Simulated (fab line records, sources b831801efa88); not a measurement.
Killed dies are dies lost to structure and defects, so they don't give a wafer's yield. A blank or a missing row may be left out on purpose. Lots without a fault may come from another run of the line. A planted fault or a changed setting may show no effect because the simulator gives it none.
One fault seen from 2 desks | flow sfq_line | each desk has only its own numbers; what lay behind them comes last

THE METROLOGY DESK
What the gauges read, lot by lot, whatever tool the lot ran on: means of the sampled wafers that have a number. A lot is out of limits, marked OUT, if its mean lies more than 4 standard deviations from the usual mean; the brackets give that distance.
Columns: A = INCOMING_BOW at SFQ_INCOMING_BOW_MEAS_900, usual 0 um; B = L0_MONX_KI_RS at SFQ_L0_RS_MEAS_901, usual 43.4 ohm/sq; C = L0_MONX_KI_THK at SFQ_L0_THK_MEAS_902, usual 39.7 nm; D = I3_OVL at SFQ_I3_OVL_MEAS_923, usual 0 nm
lot  | first seen here | A  | B               | C               | D
L527 | day 1 10:01     | -1 | 43.9            | 39.3            | -0
L528 | day 1 15:01     | 0  | 43.1            | 40.1            | -6
L529 | day 1 20:00     | 2  | 43.7            | 39.2            | 6
L530 | day 2 01:00     | -2 | 43.6            | 39.3            | -2
L531 | day 2 06:00     | 2  | 43.8            | 39.5            | -0
L532 | day 2 11:00     | 1  | 43.5            | 39.6            | -6
L533 | day 2 16:00     | 3  | 43.0            | 39.8            | 0
L534 | day 2 21:00     | -3 | 43.7            | 39.5            | 4
L535 | day 3 02:00     | -6 | 43.2            | 40.0            | 0
L536 | day 3 07:04     | -2 | 42.6            | 40.5            | 5
L537 | day 3 12:00     | -1 | 43.5            | 39.5            | 0
L546 | day 5 09:02     | -8 | 40.5 (-5.8) OUT | 42.8 (+6.4) OUT | -6
L548 | day 5 19:04     | -1 | 42.5            | 40.6            | -4
This desk's finding: out of limits on L546; first on L546, day 5 11:36 (L0_MONX_KI_RS at SFQ_L0_RS_MEAS_901). In limits: L527, L528, L529, L530, L531, L532, L533, L534, L535, L536, L537, L548.

THE TOOL OWNER'S DESK: pvd_sputter-03
The tool's own readings at SFQ_TRILAYER_L0_DEP_SPUTTER_003 (material MoNx KI, target thk 40 nm, time 100 s): means of the sampled wafers that have a number, for each lot that ran on this tool. A lot is out of limits, marked OUT, if its mean lies more than 4 standard deviations from the usual mean; the brackets give that distance.
Columns: A = base_pressure_pa at SFQ_TRILAYER_L0_DEP_SPUTTER_003, usual 1.32e-06 Pa; B = cathode_dc_power_W at SFQ_TRILAYER_L0_DEP_SPUTTER_003, usual 800.01 W; C = throttle_valve_pct at SFQ_TRILAYER_L0_DEP_SPUTTER_003, usual 30.1 %
lot  | first seen here | A        | B      | C
L531 | day 2 08:29     | 1.33e-06 | 799.93 | 30.2
L533 | day 2 18:29     | 1.38e-06 | 799.98 | 29.6
L546 | day 5 11:29     | 1.24e-06 | 799.91 | 30.5
L548 | day 5 21:29     | 1.27e-06 | 800.09 | 30.2
This desk's finding: nothing out of limits on any of the 4 lots.

PUT TOGETHER
The metrology desk could have raised an alarm at day 5 11:36, on L546.
The tool owner's desk saw nothing out of limits.
The tool owner's desk has L546 on record, within its limits.
Of the lots named, all ran SFQ_TRILAYER_L0_DEP_SPUTTER_003 on pvd_sputter-03.

WHAT THE SIMULATOR HAD PUT IN
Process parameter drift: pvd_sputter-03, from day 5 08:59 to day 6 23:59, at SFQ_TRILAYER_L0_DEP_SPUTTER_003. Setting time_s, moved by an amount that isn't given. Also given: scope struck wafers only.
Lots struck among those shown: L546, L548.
Hours from the fault's start to each desk's first reading out of limits: the metrology desk, 3.
